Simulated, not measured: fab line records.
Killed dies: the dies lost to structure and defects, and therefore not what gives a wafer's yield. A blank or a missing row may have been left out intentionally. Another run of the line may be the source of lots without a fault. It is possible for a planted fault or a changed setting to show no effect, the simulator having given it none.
Which tool was responsible?	flow sfq line	7 lots, 21 wafers sampled, at 1 step of a route of 325

== WHAT THE GAUGES SHOWED, per wafer ==
SFQ_I4_OVL_MEAS_928.
lot	measured	on	I4_OVL (nm)
L690	day 46 19:05	overlay-02	-6 -12 -10
L692	day 49 03:58	overlay-02	-8 -2 -4
L694	day 49 06:21	overlay-02	-3 3 1
L700	day 56 15:17	overlay-01	-1 -2 -10
L708	day 61 08:23	overlay-01	-1 2 -2
L710	day 61 12:46	overlay-02	-5 -5 1
L712	day 62 01:49	overlay-01	9 9 6

== EACH LOT AND THE TOOL THAT RAN IT (in order: tool; ch and the chambers of the sampled wafers; start) ==
There is no process step in the record ahead of these readings.

== THE ANSWER, worked out from the rows above alone ==
Rule: usual is defined by the lots themselves. The widest of any qualifying gaps counts: lots, ordered by their means at a reading, are off when they make up no more than a third of the lots, leave a main group of 4 or more, and stand apart from it by 3 or more times the standard deviation of that group's means. A main group whose means are all the same, to the digits that the tables above print for the reading, isn't used. A lot without any number at a reading at which 4 lots or more have one is off too. Where the step has rows for the other lots, those lots are counted as sound.
None of the lots is off at any reading shown; this tells nothing.

== WHAT THE SIMULATOR HAD PUT IN ==
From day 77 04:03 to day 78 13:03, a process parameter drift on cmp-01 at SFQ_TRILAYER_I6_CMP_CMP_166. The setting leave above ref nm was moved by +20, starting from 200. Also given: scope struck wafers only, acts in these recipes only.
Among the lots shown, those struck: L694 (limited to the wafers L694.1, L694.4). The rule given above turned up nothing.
